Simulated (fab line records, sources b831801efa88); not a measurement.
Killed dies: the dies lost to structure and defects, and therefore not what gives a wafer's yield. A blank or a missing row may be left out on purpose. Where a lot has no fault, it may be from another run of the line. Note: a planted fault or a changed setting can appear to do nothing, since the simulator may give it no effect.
A struck lot beside a sound one	flow sfqLine	25 out of 325 route steps
Sound: the wafers L880.1, L880.3, L880.4. Struck: wafer L888.1 (L888.3, L888.4, from the same lot, were not struck and are left out); the cause is given at the end.
At each step with rows: each side's tool, then ch and its chambers, then its first start. Under that, the readings that differ: sound wafers	struck wafers	difference of the means	sigmas: that difference in standard deviations of wafers without a fault.
alike: readings whose means differ by less than 2 such deviations, and words and numbers that are the same on both sides. not compared: withheld readings, readings that some wafer has no value for, bounds like >300 that may hide the same value, and numbers for which the record gives no deviation and whose values overlap.
The two part at a step that has a row with sigmas, a row that says differs or no value, or rows on one side only. Non-overlapping numbers with no deviation appear without sigmas and do not part them. A reading missing from all wafers of one side parts the sides only when that side holds two or more wafers.

first, 6 steps without rows for these wafers: SFQ_TRILAYER_M7_LITHO_COAT_182 (resist thk 62 nm); SFQ_TRILAYER_M7_LITHO_COAT_177 (resist thk 600 nm); SFQ_TRILAYER_M7_LITHO_SOFTBAKE_181; SFQ_TRILAYER_M7_LITHO_EXPOSE_178 (exposes mask M7, target cd 500 nm); SFQ_TRILAYER_M7_LITHO_PEB_180 (peb time 60 s); SFQ_TRILAYER_M7_LITHO_DEVELOP_179 (time 60 s).
SFQ_M7_OVL_MEAS_945:
  struck on overlay-02, day 84 02:08; sound on overlay-01, day 81 03:43
  alike: M7_OVL
SFQ_TRILAYER_M7_BARC_OPEN_METAL_ETCH_229: etches BARC in O2, target depth 125 nm, time 41.7 s.
  sound on rieMetal-04 ch 0,1, day 81 03:46; struck on rieMetal-01 ch 0, day 84 02:10
reading	sound	struck	difference	sigmas
drypumpMotorCurrentA (A)	5.0 5.8 5.1	6.5	+1.2	+3
  alike: oesProductAu
  not compared: rfHoursCounterH
SFQ_TRILAYER_M7_ETCH_METAL_ETCH_180: etches Nb in Cl2/Ar, stops on SiO2, target depth 240 nm, time 120 s.
  sound on rieMetal-04 ch 0,1, day 81 03:49; struck on rieMetal-01 ch 0, day 84 02:13
reading	sound	struck	difference	sigmas
drypumpMotorCurrentA (A)	5.1 5.8 5.1	6.5	+1.2	+2
  alike: oesProductAu
  not compared: rfHoursCounterH
SFQ_TRILAYER_M7_STRIP_STRIP_181: strips in O2.
  sound on rieMetal-04 ch 0,1, day 81 03:56; struck on rieMetal-01 ch 0, day 84 02:21
reading	sound	struck	difference	sigmas
drypumpMotorCurrentA (A)	5.1 5.8 5.1	6.4	+1.1	+2
  alike: oesProductAu
  not compared: rfHoursCounterH
then, 1 step without rows for these wafers: SFQ_TRILAYER_M7_STRIP_SOLV_CLEAN_182 (cleans in NMP, time 600 s).
SFQ_TRILAYER_I7_DEP_PECVD_183: deposits SiO2 from SiH4/N2O, time 111.11 s, target thk 500 nm.
  sound on pecvd-03 ch 0,2, day 81 04:43; struck on pecvd-04 ch 0, day 84 03:07
  alike: heaterPowerW, throttleValvePct
SFQ_TRILAYER_I7_CMP_CMP_184: polishes SiO2.
  sound on cmp-01 ch 0,1,3, day 81 05:30; struck on cmp-01 ch 0, day 84 13:29
reading	sound	struck	difference	sigmas
timeToEndpointS (s)	207 210 221	234	+21	+3
model.SiO2_of_TRILAYER_I7_DEP_PECVD_183.thkNm (nm)	199.4 199.6 200.3	180.6	-19.2	
  alike: motorCurrentA, retainingRingPressureFrac
SFQ_I7_BOW_MEAS_946:
  struck on filmMetro-04, day 84 16:29; sound on filmMetro-02, day 81 08:30
  alike: I7_BOW
SFQ_TRILAYER_I7_METRO_MEASURE_185:
  struck on filmMetro-04, day 84 16:36; sound on filmMetro-02, day 81 08:37
reading	sound	struck	difference	sigmas
thkNm (nm)	199.4 199.6 200.3	180.5	-19.3	-25
then, 6 steps without rows for these wafers: SFQ_TRILAYER_I7_VIA_LITHO_COAT_192 (resist thk 62 nm); SFQ_TRILAYER_I7_VIA_LITHO_COAT_187 (resist thk 650 nm); SFQ_TRILAYER_I7_VIA_LITHO_SOFTBAKE_191; SFQ_TRILAYER_I7_VIA_LITHO_EXPOSE_188 (exposes mask I7, target cd 1000 nm); SFQ_TRILAYER_I7_VIA_LITHO_PEB_190 (peb time 60 s); SFQ_TRILAYER_I7_VIA_LITHO_DEVELOP_189 (time 60 s).
-- the record jumps here: 4 days lie between the struck wafers' starts before and after --
SFQ_I7_OVL_MEAS_947:
  struck on overlay-01, day 88 08:59; sound on overlay-01, day 85 18:43
reading	sound	struck	difference	sigmas
I7_OVL (nm)	4 5 9	-11	-17	-3
SFQ_TRILAYER_I7_VIA_BARC_OPEN_VIA_ETCH_260: etches BARC in O2, target depth 125 nm, time 41.7 s.
  sound on rieDiel-03 ch 0,1,3, day 85 18:46; struck on rieDiel-02 ch 0, day 88 09:01
reading	sound	struck	difference	sigmas
rfHoursCounterH (h)	17 3 12	1	-10	
  alike: drypumpMotorCurrentA, oesProductAu
SFQ_TRILAYER_I7_VIA_ETCH_VIA_ETCH_190: etches SiO2 in CHF3, stops on Nb, target depth 260 nm.
  sound on rieDiel-03 ch 0,1,3, day 85 18:48; struck on rieDiel-02 ch 0, day 88 09:04
reading	sound	struck	difference	sigmas
oesProductAu (a.u.)	0.852 0.849 0.857	0.807	-0.046	-9
model.etch.depthNm (nm)	199.4 199.6 200.3	180.6	-19.2	
model.I7.featureDepthNm (nm)	199.4 199.6 200.3	180.6	-19.2	
  alike: drypumpMotorCurrentA
then, 1 step without rows for these wafers: SFQ_TRILAYER_I7_VIA_STRIP_STRIP_191 (strips in O2).

== WHERE THEY PART ==
Last at SFQ_TRILAYER_I7_VIA_ETCH_VIA_ETCH_190 as far as this record goes, first at SFQ_TRILAYER_M7_BARC_OPEN_METAL_ETCH_229.

WHY: the cause the simulator had injected
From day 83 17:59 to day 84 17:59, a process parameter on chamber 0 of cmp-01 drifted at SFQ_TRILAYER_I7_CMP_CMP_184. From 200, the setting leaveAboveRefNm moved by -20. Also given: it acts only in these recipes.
